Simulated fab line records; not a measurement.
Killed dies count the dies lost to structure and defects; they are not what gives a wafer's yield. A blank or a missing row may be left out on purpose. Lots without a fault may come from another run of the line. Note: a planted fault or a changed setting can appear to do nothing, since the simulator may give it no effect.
Matching of chambers -- flow gf180mcu -- cmp-01 running GF_STI_CMP_25: 4 sister chambers
The step polishes, stops on Si3N4, t overpolish 33 s, target thk 524.6 nm. 8 wafers are shown with their chamber, then 7 later ones without.

== WAFERS PAIRED WITH THEIR CHAMBERS ==
wafer,chamber,motor-current-A (A),time-to-endpoint-s (s)
L345.1,2,13.3,129
L345.6,2,13.2,129
L348.3,3,11.1,127
L348.5,1,11.4,121
L348.6,0,11.5,126
L349.1,1,11.3,125
L349.3,3,11.5,122
L349.4,0,11.5,121

== WAFERS WITH NO CHAMBER GIVEN ==
wafer,motor-current-A (A),time-to-endpoint-s (s)
L352.2,11.6,122
L352.4,10.4,117
L352.6,11.8,122
L358.6,11.0,121
L363.3,11.0,118
L363.4,11.9,113
L363.6,11.2,115

== EACH ONE'S CHAMBER ==
wafer,from the rows above,in truth
L352.2,can't be placed: 0 or 1 or 3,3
L352.4,can't be placed: 3 or 1 or 0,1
L352.6,can't be placed: 0 or 1 or 3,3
L358.6,can't be placed: 3 or 1 or 0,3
L363.3,can't be placed: 1 or 3 or 0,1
L363.4,can't be placed: 0 or 1 or 3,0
L363.6,can't be placed: 1 or 3 or 0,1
Correct placement for 0 of the 7. Cannot be placed on the basis of these rows: 7; the candidates contain the true chamber in 7. 0 placed wrongly.
How it was worked out, from the rows above alone: a wafer's distance from a chamber is the root of the sum, over the readings, of the square of ((its reading less the chamber's mean) divided by the reading's scatter). The wafer belongs to the nearest chamber; if the next one is less than 2 further off, it can't be placed. A chamber's mean is the mean of its shown wafers. The scatter: the root of (the sum of the squares of (reading less its chamber's mean) over the shown wafers, divided by (wafers less chambers)).
